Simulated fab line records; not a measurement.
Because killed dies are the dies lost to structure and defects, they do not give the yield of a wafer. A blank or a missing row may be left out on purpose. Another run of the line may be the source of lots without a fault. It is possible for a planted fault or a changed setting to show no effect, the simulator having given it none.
8D (eight disciplines) problem report, filled in by code -- flow sky130 -- the parts of the form that need people (team, actions taken, sign-off) are left out

## 1. WHAT WENT WRONG
Mean of developer temp C at SKY_RES_XHIGH_DEVELOP_06: 22.09 C across 6 wafers in 2 lots; on wafers with no fault it is 23.01 C (standard deviation 0.11). Measured from the usual mean, that is -8.4 standard deviations.
The step: develop time 60 s.
The first sign was on wafer L387.2 at day 31 06:59, on litho track-03. Wafers with a number at this step in the record: 42, from 14 lots. The rule behind "out" and "out of limits": a value lying over 4 standard deviations away from the usual mean. The rest of the wafers with a number are treated as sound.

## 2. WHAT IT IS AND WHAT IT IS NOT
question,is,is not
which readings at this step,developer temp C,-
which lots,"L387, L388","L375, L376, L377, L378, L379, L380, L381, L382, L383, L389, L394, L397"
which wafers of those lots,all that have a number,-
read on which tools,litho track-03,"litho track-01, litho track-04"
when,from day 31 06:59,"up to then (27 sound wafers); but 9 sound wafers of L389, L394, L397 came after"

## 3. THE SUSPECTS, EACH WITH WHAT RULES IT OUT
Counting: a tool at a process step up to the reading stays a suspect if it ran every lot that is out and no sound lot after the first of them.
- litho track-03 at SKY_RES_XHIGH_DEVELOP_06 (develop time 60 s): kept. Every lot that is out went through it, starting with L387 (day 31 06:59), and after that it ran no sound lot; the last sound lot it ran before then is L383 (day 30 00:48). On those wafers its own readings are out: developer temp C.
Left after counting: litho track-03 at SKY_RES_XHIGH_DEVELOP_06.

## 4. THE CAUSE (what the simulator had put in)
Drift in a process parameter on litho track-03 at SKY_RES_XHIGH_DEVELOP_06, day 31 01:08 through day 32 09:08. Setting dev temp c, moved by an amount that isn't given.
The count eliminated every tool but this one.

## 5. THE EFFECT CHAIN, in route order
Each row: a reading whose mean over the struck wafers that have a number lies more than 3 standard deviations from the usual. Readings are gone through only where the record gives a usual standard deviation; hours: the median, over the lots, of the time from a lot's start at the first step in this table giving one to that lot's start at this step; sigmas: the change measured in usual standard deviations.
hours,step,reading,usual,on struck wafers,change,sigmas
0,SKY_RES_XHIGH_DEVELOP_06,developer temp C,23.01 C,22.09,-0.92,-8.4
Here are the process steps it includes:
- SKY_RES_XHIGH_DEVELOP_06: develop time 60 s.

## 6. HOW IT WOULD HAVE BEEN CAUGHT EARLIER
The fault began at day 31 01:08; the first out-of-limits reading in this record came at day 31 06:59, 6 hours later.
